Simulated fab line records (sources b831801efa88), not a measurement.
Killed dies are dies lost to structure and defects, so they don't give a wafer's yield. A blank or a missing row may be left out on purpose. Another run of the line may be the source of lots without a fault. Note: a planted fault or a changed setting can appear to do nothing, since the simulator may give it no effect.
Which of the tools did it? | flow sky130 | 10 lots with 30 wafers sampled at 6 steps, on a route of 708 steps

== WHAT THE GAUGES READ, wafer by wafer ==
SKY_VIA4_BOW_MEAS_03. Usual: VIA4_BOW gives 79 um (standard deviation 8.2).
lot  | measured     | on            | VIA4_BOW (um) | flag
L962 | day 42 05:14 | film-metro-01 | 81 89 84      |
L965 | day 43 05:05 | film-metro-01 | 85 71 84      |
L966 | day 43 06:54 | film-metro-03 | 62 72 55      |
L969 | day 44 00:09 | film-metro-02 | 79 88 95      |
L979 | day 46 16:05 | film-metro-01 | 93 71 83      |
L980 | day 46 20:44 | film-metro-01 | 79 73 94      |
L981 | day 47 04:40 | film-metro-03 | 81 73 77      |
L983 | day 47 18:02 | film-metro-01 | 87 80 80      |
L984 | day 47 18:44 | film-metro-01 | 80 68 85      |
L985 | day 48 00:29 | film-metro-01 | 81 83 81      |

SKY_VIA4_RS_MEAS_19: measurement is done with a four-point probe. Usual: VIA4_W_RS gives 0.228 ohm/sq (standard deviation 0.003).
lot  | measured     | on            | VIA4_W_RS (ohm/sq) | flag
L962 | day 43 04:50 | film-metro-02 | 0.230 0.227 0.228  |
L965 | day 44 04:31 | film-metro-03 | 0.287 0.286 0.282  | OFF
L966 | day 44 06:40 | film-metro-01 | 0.288 0.288 0.285  | OFF
L969 | day 44 22:44 | film-metro-02 | 0.228 0.230 0.285  | OFF
L979 | day 47 13:28 | film-metro-02 | 0.227 0.228 0.229  |
L980 | day 47 17:59 | film-metro-03 | 0.227 0.227 0.226  |
L981 | day 48 00:36 | film-metro-02 | 0.229 0.228 0.228  |
L983 | day 48 13:11 | film-metro-01 | 0.225 0.229 0.226  |
L984 | day 48 14:28 | film-metro-03 | 0.228 0.227 0.225  |
L985 | day 48 19:53 | film-metro-03 | 0.233 0.226 0.228  |

SKY_VIA4_THK_MEAS_20: measures by xrf. Usual: VIA4_W_THK gives 495 nm (standard deviation 6.5).
lot  | measured     | on            | VIA4_W_THK (nm) | flag
L962 | day 43 04:57 | film-metro-02 | 490 496 493     |
L965 | day 44 04:38 | film-metro-03 | 390 394 398     | OFF
L966 | day 44 06:47 | film-metro-01 | 395 394 397     | OFF
L969 | day 44 22:51 | film-metro-02 | 500 494 401     | OFF
L979 | day 47 13:35 | film-metro-02 | 491 488 489     |
L980 | day 47 18:05 | film-metro-03 | 494 494 494     |
L981 | day 48 00:41 | film-metro-02 | 495 496 498     |
L983 | day 48 13:17 | film-metro-01 | 499 492 496     |
L984 | day 48 14:35 | film-metro-03 | 491 493 496     |
L985 | day 48 20:01 | film-metro-03 | 481 496 492     |

== TOOL THAT RAN EACH LOT (tool first, then ch and the chambers of the sampled wafers, then the start) ==
lot  | SKY_METAL3_DESCUM_15              | SKY_VIA3_CMP_24               | SKY_VIA4_CVD_18
L962 | rie-metal-02 ch 0,1, day 38 21:57 | cmp-02 ch 0,1,3, day 40 01:30 | cvd-w-01 ch 0,1, day 43 04:40
L965 | rie-metal-02 ch 1, day 39 22:39   | cmp-01 ch 0,1, day 41 02:13   | cvd-w-01 ch 0, day 44 04:12
L966 | rie-metal-01 ch 0,1, day 39 23:49 | cmp-01 ch 0,1,3, day 41 03:43 | cvd-w-01 ch 0, day 44 06:23
L969 | rie-metal-02 ch 1, day 40 21:39   | cmp-01 ch 0,1,3, day 41 23:46 | cvd-w-01 ch 0,1, day 44 22:33
L979 | rie-metal-03 ch 0,1, day 43 17:54 | cmp-01 ch 2,3, day 44 18:38   | cvd-w-01 ch 0,1, day 47 13:19
L980 | rie-metal-02 ch 0, day 43 21:31   | cmp-01 ch 1,3, day 44 22:43   | cvd-w-01 ch 0,1, day 47 17:49
L981 | rie-metal-03 ch 0,1, day 44 06:37 | cmp-02 ch 0,2,3, day 45 07:40 | cvd-w-01 ch 0,1, day 48 00:26
L983 | rie-metal-03 ch 0,1, day 44 20:09 | cmp-01 ch 0,2,3, day 45 21:16 | cvd-w-01 ch 0,1, day 48 13:01
L984 | rie-metal-02 ch 0, day 44 21:01   | cmp-02 ch 1,2,3, day 45 22:04 | cvd-w-01 ch 0,1, day 48 14:19
L985 | rie-metal-01 ch 0,1, day 45 04:58 | cmp-02 ch 0,1,3, day 46 04:43 | cvd-w-02 ch 0,1, day 48 19:44
- SKY_METAL3_DESCUM_15: chemistry O2, time 8 s.
- SKY_VIA3_CMP_24: polishes, stops on SiO2, t overpolish 20 s, target thk 0 nm.
- SKY_VIA4_CVD_18: deposits W, target thk 505 nm, time 152.14 s.

== WHAT THE TOOLS THEMSELVES READ (means of the sampled wafers that have a number; where no wafer has one, the mark that the record gives instead) ==
SKY_METAL3_DESCUM_15. Usual: drypump-motor-current-A 5.9 A, standard deviation 0.48; oes-product-au 1.008 a.u., standard deviation 0.0083; rf-fwd-power-W 147.4 W, standard deviation 0.72.
lot  | tool         | drypump-motor-current-A (A) | oes-product-au (a.u.) | rf-fwd-power-W (W) | flag
L962 | rie-metal-02 | 5.6                         | 1.010                 | 147.0              |
L965 | rie-metal-02 | 5.8                         | 1.014                 | 147.7              |
L966 | rie-metal-01 | 6.3                         | 1.002                 | 146.9              |
L969 | rie-metal-02 | 5.8                         | 1.022                 | 147.1              |
L979 | rie-metal-03 | 5.9                         | 1.004                 | 147.3              |
L980 | rie-metal-02 | 5.3                         | 1.014                 | 147.3              |
L981 | rie-metal-03 | 5.9                         | 0.999                 | 147.4              |
L983 | rie-metal-03 | 6.2                         | 1.005                 | 147.7              |
L984 | rie-metal-02 | 5.3                         | 1.020                 | 147.3              |
L985 | rie-metal-01 | 5.9                         | 1.004                 | 147.2              |

SKY_VIA3_CMP_24. Usual: edge-zone-pressure-frac 1.000, standard deviation 0.0048; motor-current-A 11.7 A, standard deviation 0.97; overpolish-run-s 20.001 s, standard deviation 0.0084; time-to-endpoint-s 92 s, standard deviation 4.8.
lot  | tool   | edge-zone-pressure-frac | motor-current-A (A) | overpolish-run-s (s) | time-to-endpoint-s (s) | flag
L962 | cmp-02 | 0.999                   | 11.6                | 20.001               | 95                     |
L965 | cmp-01 | 1.007                   | 11.8                | 20.010               | 86                     |
L966 | cmp-01 | 1.004                   | 12.0                | 19.997               | 88                     |
L969 | cmp-01 | 1.000                   | 11.8                | 19.998               | 90                     |
L979 | cmp-01 | 1.000                   | 11.9                | 20.006               | 94                     |
L980 | cmp-01 | 0.993                   | 12.1                | 20.004               | 88                     |
L981 | cmp-02 | 1.001                   | 11.5                | 20.002               | 92                     |
L983 | cmp-01 | 1.007                   | 11.5                | 20.004               | 91                     |
L984 | cmp-02 | 1.002                   | 10.9                | 20.005               | 89                     |
L985 | cmp-02 | 1.000                   | 11.9                | 20.007               | 92                     |

SKY_VIA4_CVD_18. Usual: chamber-pressure-Torr 40.00 Torr, standard deviation 0.087; heater-power-w 845 W, standard deviation 54; susceptor-temp-C 400.01 C, standard deviation 0.21.
lot  | tool     | chamber-pressure-Torr (Torr) | heater-power-w (W) | susceptor-temp-C (C) | flag
L962 | cvd-w-01 | 40.02                        | 818                | 399.83               |
L965 | cvd-w-01 | 40.10                        | 724                | 387.99               | OFF
L966 | cvd-w-01 | 40.06                        | 721                | 388.27               | OFF
L969 | cvd-w-01 | 39.97                        | 834                | 396.08               | OFF
L979 | cvd-w-01 | 39.95                        | 820                | 400.05               |
L980 | cvd-w-01 | 40.05                        | 856                | 400.20               |
L981 | cvd-w-01 | 39.98                        | 818                | 400.06               |
L983 | cvd-w-01 | 40.03                        | 820                | 400.20               |
L984 | cvd-w-01 | 39.98                        | 830                | 400.02               |
L985 | cvd-w-02 | 39.95                        | 868                | 399.99               |

== THE ANSWER, worked out from the rows above alone ==
Rule: a lot counts as off when the mean over its wafers that have a number is more than 3 standard deviations away from the usual mean. A lot without any number at a reading at which 4 lots or more have one is off too. All remaining lots with rows at the step are treated as sound. The gauges are gone through in route order, then the tools' own readings, and for those a lot's mean is taken as printed above. The first step at which some lot is off is used, and at that step the reading that is off furthest; a lot without a number counts as furthest.
Off: L965, L966, L969, at SKY_VIA4_RS_MEAS_19 (VIA4_W_RS).
A tool fits if, at a process step before that reading, it ran every lot that is off, and no sound lot after the first of them. Not tried: the gauges at SKY_VIA4_RS_MEAS_19; whatever is off there is also off at SKY_VIA4_CVD_18, on other tools, and gauge error can't account for it. Of those tried, none fits.

== WHAT THE SIMULATOR HAD INSERTED ==
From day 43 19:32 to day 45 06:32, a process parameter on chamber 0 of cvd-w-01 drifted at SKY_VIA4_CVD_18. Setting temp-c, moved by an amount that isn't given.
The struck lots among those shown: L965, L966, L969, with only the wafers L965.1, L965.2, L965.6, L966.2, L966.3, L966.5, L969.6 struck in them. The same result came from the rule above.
